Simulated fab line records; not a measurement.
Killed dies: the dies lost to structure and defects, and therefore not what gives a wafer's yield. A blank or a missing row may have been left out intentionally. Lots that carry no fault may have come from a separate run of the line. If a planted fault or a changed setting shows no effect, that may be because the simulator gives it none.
fab line records	flow sfq_line	part 1 of 2: steps 1 to 26 of 37
record lots=5	wafers=15	last_day=86
route steps=325 shown I2@109 M3@118 I3@133
lots untouched by any fault: they come from a run of this same line in which no faults occurred
start_h: hours from the record's opening day to when the first of the lot's shown wafers began	wait_h: hours since the lot's step before	" same as the row above	L1.1+2: one row covering several wafers at once	- no value, or no start given	* or withheld: withheld	< > ~ a bound
route shown NAME@n: names a module that has steps shown in the file, with the first one's number in the route	usual: mean/standard deviation taken from wafers without a fault	same: alike in all rows	chamber/n: place in a boat	sites: per-site readings	_std_site: standard deviation of those values	_edge_site: inner sites' mean taken away from outer sites' mean	radius_mm: for every site, how far away it sits from the centre of the wafer	mask NAME#n: copy n	behind: the most recent tool/chamber to have shaped the wafer	hold: cause of the lot's hold/its duration in hours/its outcome	device: whichever transistor did not switch (one of n, p or np)	end of line: tests run on the same wafers once the route is complete	step lacking rows: just its recipe	killed: not the wafer's yield, but the dies lost to structure and defects at the first sort	map: the dies of a wafer, with x for killed, . for not killed, _ for no die there
set.NAME: the setting that was run; set.NAME@STEP: the one run at that earlier step	model.NAME: the simulator's own value behind a step, which no gauge read
certain route steps with their lots: each step a table, each wafer a row
services: a tool's chamber out of use, with start hour (start_h, from the record's first day; less than 0 if before it), hours out, and reason
## steps
# step SFQ_TRILAYER_I2_VIA_LITHO_SOFTBAKE_071
# recipe temp_c=withheld	time_s=withheld	resist=KrF
lot.wafer	tool	chamber	start_h	wait_h
L079.1+2+5	litho_track-04	0	598.12	0.2
L081.1+3+5	litho_track-02	0	605.34	0.2
L091.2+4+5	litho_track-04	0	626.37	0.2
L092.1+3+4	litho_track-03	0	629.34	0.2
L096.1+2+6	litho_track-02	0	637.57	0.2
# step SFQ_TRILAYER_I2_VIA_LITHO_EXPOSE_068
# recipe mask_id=I2	na=0.6	source_shape=conventional	sigma_outer=0.65	target_cd_nm=500	dose_mj=21.3
# usual reticle_temp_C=23.01/0.11
lot.wafer	tool	chamber	start_h	wait_h	mask	reticle_temp_C
L079.1	krf_scanner-01	0	602.69	-	I2#0	22.97
L079.2	"	0	"	"	I2#0	22.99
L079.5	"	0	"	"	I2#0	22.94
L081.1	krf_scanner-01	0	737.84	-	I2#0	23.09
L081.3	"	0	"	"	I2#0	22.99
L081.5	"	0	"	"	I2#0	22.98
L091.2	krf_scanner-01	0	760.84	-	I2#0	23.01
L091.4	"	0	"	"	I2#0	22.96
L091.5	"	0	"	"	I2#0	22.93
L092.1	krf_scanner-01	0	763.04	-	I2#0	23.11
L092.3	"	0	"	"	I2#0	23.16
L092.4	"	0	"	"	I2#0	22.97
L096.1	krf_scanner-01	0	776.24	-	I2#0	23.07
L096.2	"	0	"	"	I2#0	23.11
L096.6	"	0	"	"	I2#0	23.02
# step SFQ_TRILAYER_I2_VIA_LITHO_PEB_070
# recipe peb_temp_c=115	peb_time_s=60	resist=KrF
lot.wafer	tool	chamber	start_h	wait_h
L079.1+2+5	litho_track-02	0	603.89	1.0
L081.1+3+5	litho_track-03	0	739.04	1.0
L091.2+4+5	litho_track-02	0	761.86	0.8
L092.1+3+4	litho_track-03	0	764.24	1.0
L096.1+2+6	litho_track-03	0	777.44	1.0
# step SFQ_TRILAYER_I2_VIA_LITHO_DEVELOP_069
# recipe time_s=60	resist=KrF
lot.wafer	tool	chamber	start_h	wait_h
L079.1+2+5	litho_track-02	0	604.04	0.1
L081.1+3+5	litho_track-03	0	739.19	0.1
L091.2+4+5	litho_track-02	0	762.01	0.1
L092.1+3+4	litho_track-03	0	764.39	0.1
L096.1+2+6	litho_track-03	0	777.59	0.1
# step SFQ_I2_OVL_MEAS_918
# usual I2_OVL=1/6.3
lot.wafer	tool	chamber	start_h	wait_h	I2_OVL[nm]
L079.1	overlay-02	-	604.19	0.1	2
L079.2	"	-	"	"	5
L079.5	"	-	"	"	4
L081.1	overlay-02	-	739.34	0.1	2
L081.3	"	-	"	"	0
L081.5	"	-	"	"	4
L091.2	overlay-02	-	762.14	0.1	5
L091.4	"	-	"	"	2
L091.5	"	-	"	"	3
L092.1	overlay-02	-	764.54	0.1	-7
L092.3	"	-	"	"	-7
L092.4	"	-	"	"	-1
L096.1	overlay-01	-	777.74	0.1	2
L096.2	"	-	"	"	-2
L096.6	"	-	"	"	-2
# step SFQ_TRILAYER_I2_VIA_BARC_OPEN_VIA_ETCH_096
# recipe mask_material=PR	chemistry=O2	target_depth_nm=125	target=BARC	source_w=500	bias_w=80	pressure_mtorr=30	time_s=41.7
# usual drypump_motor_current_A=5.6/0.43	oes_product_au=0.685/0.0044
lot.wafer	tool	chamber	start_h	wait_h	drypump_motor_current_A	oes_product_au	rf_hours_counter_h
L079.1	rie_diel-02	1	604.23	0.0	5.5	0.687	1
L079.2	"	3	"	"	5.6	0.689	1
L079.5	"	2	"	"	6.0	0.689	-
L081.1	rie_diel-01	2	739.37	0.0	5.9	0.688	49
L081.3	"	3	"	"	5.9	0.683	9
L081.5	"	1	"	"	5.2	0.687	-
L091.2	rie_diel-03	1	762.17	0.0	6.6	0.683	8
L091.4	"	0	"	"	5.8	0.681	2
L091.5	"	2	"	"	5.7	0.688	-
L092.1	rie_diel-01	3	764.57	0.0	5.9	0.686	10
L092.3	"	2	"	"	5.9	0.685	50
L092.4	"	1	"	"	5.1	0.686	12
L096.1	rie_diel-01	2	777.77	0.0	5.9	0.684	50
L096.2	"	0	"	"	5.5	0.693	2
L096.6	"	0	"	"	5.5	0.681	-
# step SFQ_TRILAYER_I2_VIA_ETCH_VIA_ETCH_070
# recipe target=SiO2	stop_on=Nb	mask_material=PR	taper_deg=20	chemistry=CHF3	target_depth_nm=260	source_w=500	bias_w=80	pressure_mtorr=30	time_s=withheld
# usual drypump_motor_current_A=5.6/0.43	oes_product_au=0.855/0.0051
lot.wafer	tool	chamber	start_h	wait_h	drypump_motor_current_A	oes_product_au
L079.1	rie_diel-02	1	604.27	0.0	5.4	0.849
L079.2	"	3	"	"	5.6	0.860
L079.5	"	2	"	"	6.0	0.854
L081.1	rie_diel-01	2	739.41	0.0	5.9	0.849
L081.3	"	3	"	"	5.9	0.850
L081.5	"	1	"	"	5.1	0.847
L091.2	rie_diel-03	1	762.21	0.0	6.5	0.857
L091.4	"	0	"	"	5.7	0.857
L091.5	"	2	"	"	5.7	0.859
L092.1	rie_diel-01	3	764.61	0.0	5.9	0.866
L092.3	"	2	"	"	5.9	0.860
L092.4	"	1	"	"	5.1	0.857
L096.1	rie_diel-01	2	777.81	0.0	6.0	0.858
L096.2	"	0	"	"	5.5	0.860
L096.6	"	0	"	"	5.5	0.855
# step SFQ_TRILAYER_I2_VIA_STRIP_STRIP_071
# recipe gas=O2	power_w=200	platen_temp_c=40	overash_fraction=0.65	chemistry=O2	pressure_mtorr=50
# usual drypump_motor_current_A=5.6/0.47	oes_product_au=0.997/0.0073
lot.wafer	tool	chamber	start_h	wait_h	drypump_motor_current_A	oes_product_au	rf_hours_counter_h
L079.1	rie_metal-03	0	604.38	-	5.1	0.988	94
L079.2	"	1	"	"	6.4	1.001	61
L079.5	"	0	"	"	5.1	1.007	-
L081.1	rie_metal-02	0	739.53	-	5.5	0.996	85
L081.3	"	1	"	"	5.7	0.996	-
L081.5	"	0	"	"	5.5	0.982	-
L091.2	rie_metal-02	1	762.33	-	5.7	1.000	125
L091.4	"	0	"	"	5.5	0.995	-
L091.5	"	0	"	"	5.5	0.998	-
L092.1	rie_metal-03	0	764.73	-	5.1	1.010	116
L092.3	"	1	"	"	6.4	1.008	-
L092.4	"	0	"	"	5.1	1.006	-
L096.1	rie_metal-03	0	777.93	-	5.1	1.010	118
L096.2	"	1	"	"	6.4	1.008	86
L096.6	"	0	"	"	5.1	1.014	-
# step SFQ_TRILAYER_I2_VIA_STRIP_SOLV_CLEAN_072
# recipe chemistry=NMP	temp_c=70	time_s=600
# usual bath_heat_duty_pct=13.1/1.7	temp_c=70.01/0.12
lot.wafer	tool	chamber	start_h	wait_h	bath_heat_duty_pct	temp_c
L079.1	wet_bench-02	4	604.98	0.4	13.4	69.93
L079.2	"	2	"	"	14.5	69.85
L079.5	"	3	"	"	14.8	70.02
L081.1	wet_bench-01	5	740.13	0.4	10.9	70.14
L081.3	"	6	"	"	12.7	69.88
L081.5	"	7	"	"	12.4	70.03
L091.2	wet_bench-02	0	762.93	0.4	14.1	70.07
L091.4	"	7	"	"	9.5	69.94
L091.5	"	2	"	"	13.9	70.02
L092.1	wet_bench-01	2	765.53	0.5	14.1	70.22
L092.3	"	1	"	"	15.3	69.66
L092.4	"	6	"	"	11.9	70.01
L096.1	wet_bench-02	1	778.53	0.4	10.7	69.96
L096.2	"	2	"	"	15.4	70.02
L096.6	"	4	"	"	11.7	70.09
# step SFQ_TRILAYER_M3_DEP_PRE_CLEAN_074
# recipe gas=Ar	time_s=22.5	bias_v=250
lot.wafer	tool	chamber	start_h	wait_h
L079.1+2+5	pvd_sputter-03	-	605.16	0.0
L081.1+3+5	pvd_sputter-06	-	740.30	0.0
L091.2+4+5	pvd_sputter-03	-	763.10	0.0
L092.1+3+4	pvd_sputter-04	-	765.70	0.0
L096.1+2+6	pvd_sputter-04	-	778.70	0.0
# step SFQ_TRILAYER_M3_DEP_SPUTTER_073
# recipe material=Nb	base_pressure_pa=1.33e-06	chamber_pressure_pa=0.1333	substrate_temp_c=20	resputter_cathode_voltage_v=400	target_thk_nm=200	power_w=2000	time_s=133.3
# usual throttle_valve_pct=29.8/1.2
lot.wafer	tool	chamber	start_h	wait_h	throttle_valve_pct
L079.1	pvd_sputter-03	-	605.18	0.0	30.5
L079.2	"	-	"	"	28.8
L079.5	"	-	"	"	31.6
L081.1	pvd_sputter-06	-	740.33	0.0	30.8
L081.3	"	-	"	"	28.6
L081.5	"	-	"	"	31.4
L091.2	pvd_sputter-03	-	763.13	0.0	31.7
L091.4	"	-	"	"	30.0
L091.5	"	-	"	"	31.6
L092.1	pvd_sputter-04	-	765.73	0.0	30.3
L092.3	"	-	"	"	29.5
L092.4	"	-	"	"	29.2
L096.1	pvd_sputter-04	-	778.73	0.0	29.3
L096.2	"	-	"	"	29.1
L096.6	"	-	"	"	28.8
# step SFQ_M3_RS_MEAS_919
# recipe thk_meas_gauge=four-point-probe	reads=Nb_of_TRILAYER_M3_DEP_SPUTTER_073
# usual M3_NB_RS=0.892/0.011
lot.wafer	tool	chamber	start_h	wait_h	M3_NB_RS[ohm/sq]
L079.1	film_metro-01	-	605.28	0.0	0.886
L079.2	"	-	"	"	0.883
L079.5	"	-	"	"	0.890
L081.1	film_metro-03	-	740.42	0.0	0.883
L081.3	"	-	"	"	0.890
L081.5	"	-	"	"	0.890
L091.2	film_metro-01	-	763.24	0.1	0.882
L091.4	"	-	"	"	0.878
L091.5	"	-	"	"	0.877
L092.1	film_metro-01	-	765.82	0.0	0.900
L092.3	"	-	"	"	0.908
L092.4	"	-	"	"	0.913
L096.1	film_metro-02	-	778.82	0.0	0.909
L096.2	"	-	"	"	0.910
L096.6	"	-	"	"	0.911
# step SFQ_TRILAYER_M3_LITHO_COAT_080
# recipe resist=BARC	spin_rpm=3000	resist_thk_nm=62
# usual dispense_pressure_kPa=52/3.8
lot.wafer	tool	chamber	start_h	wait_h	dispense_pressure_kPa
L079.1	litho_track-04	0	605.46	0.1	45
L079.2	"	0	"	"	45
L079.5	"	0	"	"	45
L081.1	litho_track-04	0	740.60	0.1	45
L081.3	"	0	"	"	45
L081.5	"	0	"	"	45
L091.2	litho_track-01	0	763.45	0.1	55
L091.4	"	0	"	"	55
L091.5	"	0	"	"	55
L092.1	litho_track-03	0	766.00	0.1	52
L092.3	"	0	"	"	53
L092.4	"	0	"	"	52
L096.1	litho_track-04	0	779.00	0.1	45
L096.2	"	0	"	"	45
L096.6	"	0	"	"	45
# step SFQ_TRILAYER_M3_LITHO_COAT_075
# recipe resist=KrF	spin_rpm=3000	resist_thk_nm=600
# usual dispense_pressure_kPa=52/3.8
lot.wafer	tool	chamber	start_h	wait_h	dispense_pressure_kPa
L079.1	litho_track-04	0	605.76	0.2	45
L079.2	"	0	"	"	45
L079.5	"	0	"	"	45
L081.1	litho_track-04	0	740.90	0.2	45
L081.3	"	0	"	"	45
L081.5	"	0	"	"	45
L091.2	litho_track-01	0	763.75	0.2	55
L091.4	"	0	"	"	56
L091.5	"	0	"	"	55
L092.1	litho_track-03	0	766.30	0.2	52
L092.3	"	0	"	"	52
L092.4	"	0	"	"	52
L096.1	litho_track-04	0	779.30	0.2	45
L096.2	"	0	"	"	45
L096.6	"	0	"	"	45
# step SFQ_TRILAYER_M3_LITHO_SOFTBAKE_079
# recipe temp_c=withheld	time_s=withheld	resist=KrF
lot.wafer	tool	chamber	start_h	wait_h
L079.1+2+5	litho_track-04	0	606.06	0.2
L081.1+3+5	litho_track-04	0	741.20	0.2
L091.2+4+5	litho_track-01	0	764.03	0.2
L092.1+3+4	litho_track-03	0	766.60	0.2
L096.1+2+6	litho_track-04	0	779.60	0.2
# step SFQ_TRILAYER_M3_LITHO_EXPOSE_076
# recipe mask_id=M3	na=0.6	source_shape=conventional	sigma_outer=0.65	target_cd_nm=500	dose_mj=14.4
# usual reticle_temp_C=23.02/0.11
lot.wafer	tool	chamber	start_h	wait_h	mask	reticle_temp_C
L079.1	krf_scanner-02	0	616.71	-	M3#0	22.95
L079.2	"	0	"	"	M3#0	23.09
L079.5	"	0	"	"	M3#0	23.10
L081.1	krf_scanner-01	0	886.15	-	M3#0	23.09
L081.3	"	0	"	"	M3#0	22.97
L081.5	"	0	"	"	M3#0	23.23
L091.2	krf_scanner-01	0	911.55	-	M3#0	23.05
L091.4	"	0	"	"	M3#0	23.29
L091.5	"	0	"	"	M3#0	23.10
L092.1	krf_scanner-01	0	914.95	-	M3#0	22.95
L092.3	"	0	"	"	M3#0	22.81
L092.4	"	0	"	"	M3#0	23.18
L096.1	krf_scanner-01	0	926.95	-	M3#0	22.99
L096.2	"	0	"	"	M3#0	23.20
L096.6	"	0	"	"	M3#0	23.08
# step SFQ_TRILAYER_M3_LITHO_PEB_078
# recipe peb_temp_c=115	peb_time_s=60	resist=KrF
lot.wafer	tool	chamber	start_h	wait_h
L079.1+2+5	litho_track-03	0	617.91	1.0
L081.1+3+5	litho_track-03	0	887.35	1.0
L091.2+4+5	litho_track-04	0	912.57	0.8
L092.1+3+4	litho_track-03	0	916.15	1.0
L096.1+2+6	litho_track-03	0	928.15	1.0
# step SFQ_TRILAYER_M3_LITHO_DEVELOP_077
# recipe time_s=60	resist=KrF
lot.wafer	tool	chamber	start_h	wait_h
L079.1+2+5	litho_track-03	0	618.06	0.1
L081.1+3+5	litho_track-03	0	887.50	0.1
L091.2+4+5	litho_track-04	0	912.72	0.1
L092.1+3+4	litho_track-03	0	916.30	0.1
L096.1+2+6	litho_track-03	0	928.30	0.1
# step SFQ_M3_OVL_MEAS_921
# usual M3_OVL=1/5.5
lot.wafer	tool	chamber	start_h	wait_h	M3_OVL[nm]
L079.1	overlay-01	-	618.21	0.1	2
L079.2	"	-	"	"	-3
L079.5	"	-	"	"	1
L081.1	overlay-02	-	887.65	0.1	4
L081.3	"	-	"	"	12
L081.5	"	-	"	"	3
L091.2	overlay-01	-	912.85	0.1	-4
L091.4	"	-	"	"	-1
L091.5	"	-	"	"	8
L092.1	overlay-01	-	916.45	0.1	-4
L092.3	"	-	"	"	4
L092.4	"	-	"	"	-2
L096.1	overlay-01	-	928.45	0.1	5
L096.2	"	-	"	"	4
L096.6	"	-	"	"	1
# step SFQ_TRILAYER_M3_BARC_OPEN_METAL_ETCH_100
# recipe mask_material=PR	chemistry=O2	target_depth_nm=125	target=BARC	icp_w=600	bias_w=80	pressure_mtorr=10	time_s=41.7
# usual drypump_motor_current_A=5.39/0.28	oes_product_au=0.684/0.0049
lot.wafer	tool	chamber	start_h	wait_h	drypump_motor_current_A	oes_product_au	rf_hours_counter_h
L079.1	rie_metal-04	1	618.25	0.0	5.45	0.684	101
L079.2	"	1	"	"	5.45	0.695	-
L079.5	"	1	"	"	5.44	0.690	-
L081.1	rie_metal-04	0	887.68	0.0	4.84	0.680	43
L081.3	"	0	"	"	4.90	0.678	-
L081.5	"	1	"	"	5.46	0.685	-
L091.2	rie_metal-02	1	912.88	0.0	5.69	0.677	150
L091.4	"	1	"	"	5.68	0.680	-
L091.5	"	1	"	"	5.66	0.690	-
L092.1	rie_metal-02	1	916.48	0.0	5.68	0.679	151
L092.3	"	1	"	"	5.68	0.682	-
L092.4	"	0	"	"	5.48	0.682	-
L096.1	rie_metal-04	1	928.48	0.0	5.45	0.679	147
L096.2	"	0	"	"	4.87	0.680	49
L096.6	"	1	"	"	5.45	0.679	-
# step SFQ_TRILAYER_M3_ETCH_METAL_ETCH_078
# recipe target=Nb	stop_on=SiO2	mask_material=PR	chemistry=Cl2/Ar	target_depth_nm=240	icp_w=600	bias_w=80	pressure_mtorr=10	time_s=120
# usual drypump_motor_current_A=5.39/0.28	oes_product_au=0.893/0.0074
lot.wafer	tool	chamber	start_h	wait_h	drypump_motor_current_A	oes_product_au	rf_hours_counter_h
L079.1	rie_metal-04	1	618.37	0.1	5.46	0.894	101
L079.2	"	1	"	"	5.46	0.891	-
L079.5	"	1	"	"	5.45	0.894	-
L081.1	rie_metal-04	0	887.74	0.0	4.89	0.899	43
L081.3	"	0	"	"	4.87	0.891	-
L081.5	"	1	"	"	5.45	0.898	-
L091.2	rie_metal-02	1	912.94	0.0	5.66	0.902	150
L091.4	"	1	"	"	5.64	0.906	-
L091.5	"	1	"	"	5.65	0.901	-
L092.1	rie_metal-02	1	916.54	0.0	5.69	0.888	151
L092.3	"	1	"	"	5.68	0.891	-
L092.4	"	0	"	"	5.48	0.886	-
L096.1	rie_metal-04	1	928.54	0.0	5.46	0.880	147
L096.2	"	0	"	"	4.88	0.885	49
L096.6	"	1	"	"	5.46	0.891	-
# step SFQ_TRILAYER_M3_STRIP_STRIP_079
# recipe gas=O2	power_w=200	platen_temp_c=40	overash_fraction=0.65	chemistry=O2	pressure_mtorr=50
# usual drypump_motor_current_A=5.40/0.28	oes_product_au=0.995/0.0066
lot.wafer	tool	chamber	start_h	wait_h	drypump_motor_current_A	oes_product_au	rf_hours_counter_h
L079.1	rie_metal-04	1	618.62	0.2	5.44	0.984	101
L079.2	"	1	"	"	5.46	0.974	-
L079.5	"	1	"	"	5.47	0.999	-
L081.1	rie_metal-04	0	887.87	0.1	4.86	1.002	43
L081.3	"	0	"	"	4.89	0.996	-
L081.5	"	1	"	"	5.45	0.990	-
L091.2	rie_metal-02	1	913.07	0.1	5.69	0.990	150
L091.4	"	1	"	"	5.68	1.004	-
L091.5	"	1	"	"	5.68	0.986	-
L092.1	rie_metal-02	1	916.67	0.1	5.66	0.999	151
L092.3	"	1	"	"	5.68	0.996	-
L092.4	"	0	"	"	5.46	0.994	-
L096.1	rie_metal-04	1	928.67	0.1	5.45	1.000	147
L096.2	"	0	"	"	4.83	1.004	49
L096.6	"	1	"	"	5.46	0.998	-
# step SFQ_TRILAYER_M3_STRIP_SOLV_CLEAN_080
# recipe chemistry=NMP	temp_c=70	time_s=600
# usual bath_heat_duty_pct=12.9/1.6	temp_c=70.02/0.12
lot.wafer	tool	chamber	start_h	wait_h	bath_heat_duty_pct	temp_c
L079.1	wet_bench-03	1	619.82	1.0	13.0	70.13
L079.2	"	7	"	"	11.9	70.13
L079.5	"	2	"	"	13.6	70.03
L081.1	wet_bench-02	1	888.47	0.4	11.6	69.73
L081.3	"	0	"	"	13.3	70.15
L081.5	"	4	"	"	12.7	70.03
L091.2	wet_bench-03	2	913.67	0.4	12.7	69.96
L091.4	"	6	"	"	12.9	70.03
L091.5	"	4	"	"	16.2	69.81
L092.1	wet_bench-02	2	917.27	0.4	14.6	70.12
L092.3	"	1	"	"	11.8	70.16
L092.4	"	6	"	"	15.2	69.89
L096.1	wet_bench-02	3	929.27	0.4	14.5	69.87
L096.2	"	2	"	"	14.5	70.13
L096.6	"	6	"	"	14.5	70.09
# step SFQ_TRILAYER_I3_DEP_PECVD_081
# recipe material=SiO2	temp_c=150	time_s=111.11	pressure_torr=2.4	rf_w=183.3	precursor=SiH4/N2O	target_thk_nm=500
# usual heater_power_w=95/22	throttle_valve_pct=25.2/2
lot.wafer	tool	chamber	start_h	wait_h	heater_power_w	throttle_valve_pct
L079.1	pecvd-02	2	619.99	0.0	68	23.5
L079.2	"	1	"	"	84	21.5
L079.5	"	2	"	"	71	23.0
L081.1	pecvd-02	1	888.64	0.0	72	21.9
L081.3	"	2	"	"	68	24.0
L081.5	"	0	"	"	68	24.1
L091.2	pecvd-03	1	913.84	0.0	80	27.8
L091.4	"	0	"	"	102	24.8
L091.5	"	1	"	"	66	27.7
L092.1	pecvd-02	0	917.44	0.0	80	24.4
L092.3	"	1	"	"	83	22.2
L092.4	"	1	"	"	85	21.9
L096.1	pecvd-04	1	929.44	0.0	110	24.8
L096.2	"	2	"	"	124	28.2
L096.6	"	1	"	"	91	24.8
# step SFQ_TRILAYER_I3_CMP_CMP_082
# recipe material=SiO2	down_force_psi=3	platen_rpm=60	pad_velocity_m_s=0.94248
# usual motor_current_A=9.9/0.96	time_to_endpoint_s=213/7.3
lot.wafer	tool	chamber	start_h	wait_h	motor_current_A	time_to_endpoint_s
L079.2	cmp-02	2	658.13	38.1	9.4	213
L079.1	"	1	659.63	39.6	10.0	213
L079.5	"	2	"	"	9.8	215
L081.3	cmp-02	2	889.82	1.1	9.5	217
L081.1	"	0	890.82	2.1	9.6	217
L081.5	"	2	891.82	3.1	9.5	225
L091.4	cmp-01	1	914.42	0.5	9.6	217
L091.2	"	3	915.42	1.5	8.4	208
L091.5	"	1	916.42	2.5	9.0	212
L092.1	cmp-02	0	919.72	2.2	9.7	197
L092.3	"	1	"	"	9.9	208
L092.4	"	3	921.22	3.7	11.1	204
L096.2	cmp-02	0	929.52	0.0	9.8	202
L096.1	"	3	931.02	1.5	11.4	207
L096.6	"	0	"	"	9.9	201
# step SFQ_I3_BOW_MEAS_922
# recipe mode=bow
# usual I3_BOW=2/9.1
lot.wafer	tool	chamber	start_h	wait_h	I3_BOW[um]
L079.1	film_metro-02	-	661.13	1.0	-2
L079.2	"	-	"	"	8
L079.5	"	-	"	"	16
L081.1	film_metro-02	-	892.32	1.0	1
L081.3	"	-	"	"	5
L081.5	"	-	"	"	-2
L091.2	film_metro-01	-	916.94	1.0	2
L091.4	"	-	"	"	16
L091.5	"	-	"	"	-1
L092.1	film_metro-02	-	922.72	2.5	2
L092.3	"	-	"	"	0
L092.4	"	-	"	"	-4
L096.1	film_metro-04	-	932.52	1.0	7
L096.2	"	-	"	"	-7
L096.6	"	-	"	"	-5
